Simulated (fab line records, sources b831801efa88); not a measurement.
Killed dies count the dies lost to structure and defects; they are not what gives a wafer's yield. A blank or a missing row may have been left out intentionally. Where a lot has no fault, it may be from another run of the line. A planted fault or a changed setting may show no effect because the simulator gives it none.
Chamber matching	flow sky130	4 sister chambers for SKY_VIA3_ETCH_15 on rie-diel-03
The step etches SiO2 in C4F8/O2/Ar, stops on TiN, target depth 507 nm, time 78 s. 4 wafers are shown with their chamber, then 7 later ones without.

== WAFERS, EACH WITH ITS CHAMBER ==
wafer	chamber	run-length-s (s)
L395.2	1	106.4
L395.4	3	106.9
L398.3	0	106.5
L398.4	2	106.1

== WAFERS WHOSE CHAMBER IS MISSING ==
wafer	run-length-s (s)
L398.6	106.3
L399.1	107.1
L399.3	106.5
L399.6	107.0
L397.2	106.2
L397.5	106.8
L397.6	106.0

== WHICH CHAMBER EACH ONE RAN IN ==
wafer	from the rows above	in truth
L398.6	can't be placed: 1 or 0 or 2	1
L399.1	3	3
L399.3	can't be placed: 0 or 1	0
L399.6	3	3
L397.2	can't be placed: 2 or 1 or 0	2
L397.5	can't be placed: 3 or 0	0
L397.6	2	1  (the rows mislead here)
2 of 7 placed correctly. Unplaceable from these rows: 4, with the true chamber sitting among the candidates in 4. Wrongly placed: 1.
How it was worked out, from the rows above alone: a wafer's distance from a chamber is the root of the sum, over the readings, of the square of ((its reading less the chamber's mean) divided by the reading's scatter). If the next closest chamber is less than 2 further off than the closest, the wafer can't be placed; otherwise it belongs to the closest. The mean given for a chamber averages the wafers shown for that chamber. The scatter (one wafer shown for each chamber): square how far every hidden wafer sits from the nearest shown wafer, average those squares and take the square root.
